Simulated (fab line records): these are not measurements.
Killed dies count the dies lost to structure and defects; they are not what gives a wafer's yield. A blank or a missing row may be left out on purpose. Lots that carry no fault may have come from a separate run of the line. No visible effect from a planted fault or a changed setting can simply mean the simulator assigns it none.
Comparing a struck lot with a sound one | flow sky130 | 15 out of 708 route steps
Sound: wafers L759.2, L759.4, L759.5. Wafers L765.1, L765.2, L765.3 were the ones struck. The cause is named last.
Order at every step that has rows: each side's tool, ch and its chambers, its first start. Under that, the readings that differ: sound wafers | struck wafers | difference of the means | sigmas: that difference in standard deviations of wafers without a fault.
alike: a reading whose means differ by less than 2 such deviations, as well as words and numbers matching on both sides. not compared: withheld readings; readings where some wafer has no value; bounds like >300 that might hide an equal value; numbers whose values overlap and for which the record gives no deviation.
The two part at a step that has a row with sigmas, a row that says differs or no value, or rows on one side only. Numbers that have no deviation but don't overlap get no sigmas and don't part them. Lack of a reading on every wafer of one side parts them only where that side has two or more wafers.

first, 3 steps without rows for these wafers: SKY_CONTACT_EXPOSE_11 (exposes mask CTM1, target cd 170 nm); SKY_CONTACT_PEB_12; SKY_CONTACT_DEVELOP_13 (develop time 60 s).
SKY_CONTACT_CD_MEAS_14 targets a cd of 170 nm.
  sound on cd sem-02 at day 32 22:20; struck on cd sem-01 at day 34 21:58
  alike: cd nm
SKY_CONTACT_OVL_MEAS_15:
  sound on overlay-02 at day 32 22:27; struck on overlay-02 at day 34 22:05
  alike: CONTACT_OVL
SKY_CONTACT_ETCH_16: etches BARC in N2/H2, stops on SiO2, time 45.9 s, target depth 60 nm.
  sound on rie diel-02 ch 0,1, day 32 22:29; struck on rie diel-03 ch 1,2,3, day 34 22:07
  alike: drypump motor current A, n2 flow sccm, oes product au, throttle valve pct
  not compared: rf hours counter h
SKY_CONTACT_ETCH_17: etches SiO2 in C4F8/O2/Ar, stops on Si3N4, target depth 340 nm.
  sound on rie diel-02 ch 0,1, day 32 22:31; struck on rie diel-03 ch 1,2,3, day 34 22:10
  alike: oes product au
SKY_CONTACT_ETCH_18: etches Si3N4 in CHF3/O2, stops on TiN, time 39 s, target depth 75 nm.
  sound: rie diel-02 ch 0,1; struck: rie diel-03 ch 1,2,3
  alike: chf3 flow sccm, drypump motor current A, oes product au, throttle valve pct
  not compared: rf hours counter h
SKY_CONTACT_STRIP_19: strips in O2/N2.
  sound on plasma asher-03 ch 0,1, day 32 22:37; struck on plasma asher-03 ch 0,1, day 34 22:15
  alike: drypump motor current A, n2 flow sccm, oes product au, strip time to endpoint s
  not compared: rf hours counter h
then, 3 steps without rows for these wafers: SKY_CONTACT_STRIP_20 (strips in post etch residue remover, time 1200 s); SKY_CONTACT_CLEAN_21 (cleans in IPA, time 180 s); SKY_CONTACT_CLEAN_22 (cleans in O3/DIW).
SKY_CONTACT_SPUTTER_23: material TiN, target thk 20 nm, time 80 s.
  sound on pvd sputter-02 at day 32 23:12; struck on pvd sputter-02 at day 34 22:53
  reading                                     | sound          | struck            | difference | sigmas
  model.TiN_of_CONTACT_SPUTTER_23.thk nm (nm) | 20.11 20.15 20 | 31.63 31.22 31.13 | +11.24     |
  alike: cathode dc power W, throttle valve pct
SKY_CONTACT_CVD_24: deposits W, target thk 340 nm, time 102.12 s.
  sound on cvd w-01 ch 0, day 32 23:16; struck on cvd w-02 ch 0,1, day 34 23:01
  alike: heater power outer w, heater power w
  not compared: since wet clean h
after that, 1 step had no rows for these wafers: SKY_PAD_OPEN_PROBE_99.

== WHERE THEY PART ==
Nowhere in this record.

WHY: whatever the simulator had introduced
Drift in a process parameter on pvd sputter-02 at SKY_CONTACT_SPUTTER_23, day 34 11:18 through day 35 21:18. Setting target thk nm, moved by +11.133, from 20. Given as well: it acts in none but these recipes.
